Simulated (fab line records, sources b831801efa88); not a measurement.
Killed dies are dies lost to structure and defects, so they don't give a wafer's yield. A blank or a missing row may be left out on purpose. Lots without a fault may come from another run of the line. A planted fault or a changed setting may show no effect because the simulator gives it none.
Tool commonality check | flow sky130 | 15 lots, 45 wafers sampled

WHY IT WAS OPENED
At SKY_SONOS_ONO_THK_MEAS_01 the reading SONOS_ONO_OXIDATION_THK is flagged on 3 of 15 lots. Wafers without a fault read 2.58 nm, standard deviation 0.06.
Rule: a lot is flagged when every wafer of it that has a number lies more than 4 standard deviations from that mean, or none has a number. The other lots count as sound.

lot  | measured     | on            | SONOS_ONO_OXIDATION_THK (nm), wafer by wafer | flag
L669 | day 12 02:32 | film_metro-04 | 2.66 2.62 2.63                               |
L670 | day 12 10:52 | film_metro-04 | 2.51 2.57 2.62                               |
L671 | day 12 14:52 | film_metro-02 | 2.58 2.54 2.61                               |
L673 | day 13 04:59 | film_metro-01 | 2.60 2.55 2.57                               |
L674 | day 13 16:32 | film_metro-04 | 2.50 2.55 2.54                               |
L675 | day 13 22:04 | film_metro-02 | 2.56 2.51 2.53                               |
L676 | day 14 07:20 | film_metro-01 | 2.52 2.56 2.55                               |
L677 | day 14 15:06 | film_metro-01 | 3.43 3.46 3.44                               | FLAGGED
L678 | day 14 17:37 | film_metro-02 | 3.37 3.53 3.48                               | FLAGGED
L679 | day 15 05:05 | film_metro-01 | 3.38 3.40 3.39                               | FLAGGED
L687 | day 17 22:23 | film_metro-04 | 2.56 2.56 2.61                               |
L688 | day 18 04:59 | film_metro-04 | 2.64 2.67 2.69                               |
L689 | day 18 21:50 | film_metro-04 | 2.58 2.67 2.64                               |
L690 | day 19 12:29 | film_metro-02 | 2.73 2.68 2.65                               |
L691 | day 19 22:19 | film_metro-04 | 2.65 2.63 2.66                               |
The numbers of the flagged lots are 3.43 nm on average: +0.85 nm against the usual, or +14 standard deviations.

WHICH TOOL RAN EACH LOT
The record holds 1 process step before the reading, out of a route of 708 steps. In each cell: the tool, then ch and the chambers that the sampled wafers went through, then the start.
lot  | flag    | SKY_SONOS_ONO_OXIDATION_00
L669 |         | furnace-02 ch 0, day 12 01:11
L670 |         | furnace-02 ch 0, day 12 09:31
L671 |         | furnace-01 ch 0, day 12 13:31
L673 |         | furnace-01 ch 0, day 13 03:38
L674 |         | furnace-01 ch 0, day 13 15:11
L675 |         | furnace-01 ch 0, day 13 20:43
L676 |         | furnace-02 ch 0, day 14 05:57
L677 | FLAGGED | furnace-02 ch 0, day 14 13:44
L678 | FLAGGED | furnace-02 ch 0, day 14 16:16
L679 | FLAGGED | furnace-02 ch 0, day 15 03:44
L687 |         | furnace-02 ch 0, day 17 21:01
L688 |         | furnace-02 ch 0, day 18 03:38
L689 |         | furnace-01 ch 0, day 18 20:30
L690 |         | furnace-01 ch 0, day 19 11:08
L691 |         | furnace-01 ch 0, day 19 20:57
What these steps do:
- SKY_SONOS_ONO_OXIDATION_00: stabilise 600 s, purge 300 s, target thk 2.6 nm.
- SKY_SONOS_ONO_THK_MEAS_01

FLAGGED OVER TOTAL, TOOL BY TOOL (the gauges that took the reading come last)
step                       | tool          | lots run | flagged | share of the flagged lots | sound lots run after its first flagged lot
SKY_SONOS_ONO_OXIDATION_00 | furnace-01    | 7        | 0       | none                      | -
SKY_SONOS_ONO_OXIDATION_00 | furnace-02    | 8        | 3       | all                       | 2 (L687,L688)
SKY_SONOS_ONO_THK_MEAS_01  | film_metro-01 | 4        | 2       | some                      | 0
SKY_SONOS_ONO_THK_MEAS_01  | film_metro-02 | 4        | 1       | some                      | 1 (L690)
SKY_SONOS_ONO_THK_MEAS_01  | film_metro-04 | 7        | 0       | none                      | -

WHAT THE TABLE ALLOWS
1 row of the table ran every flagged lot: furnace-02 at SKY_SONOS_ONO_OXIDATION_00.
- furnace-02 at SKY_SONOS_ONO_OXIDATION_00: 3 of its 8 lots flagged. Sound lots ran on it after the first flagged one (L687, L688), which a lasting fault on the whole tool wouldn't allow.
No row of the table ran every flagged lot and no sound lot after the first.

WHAT THE SIMULATOR HAD PUT IN
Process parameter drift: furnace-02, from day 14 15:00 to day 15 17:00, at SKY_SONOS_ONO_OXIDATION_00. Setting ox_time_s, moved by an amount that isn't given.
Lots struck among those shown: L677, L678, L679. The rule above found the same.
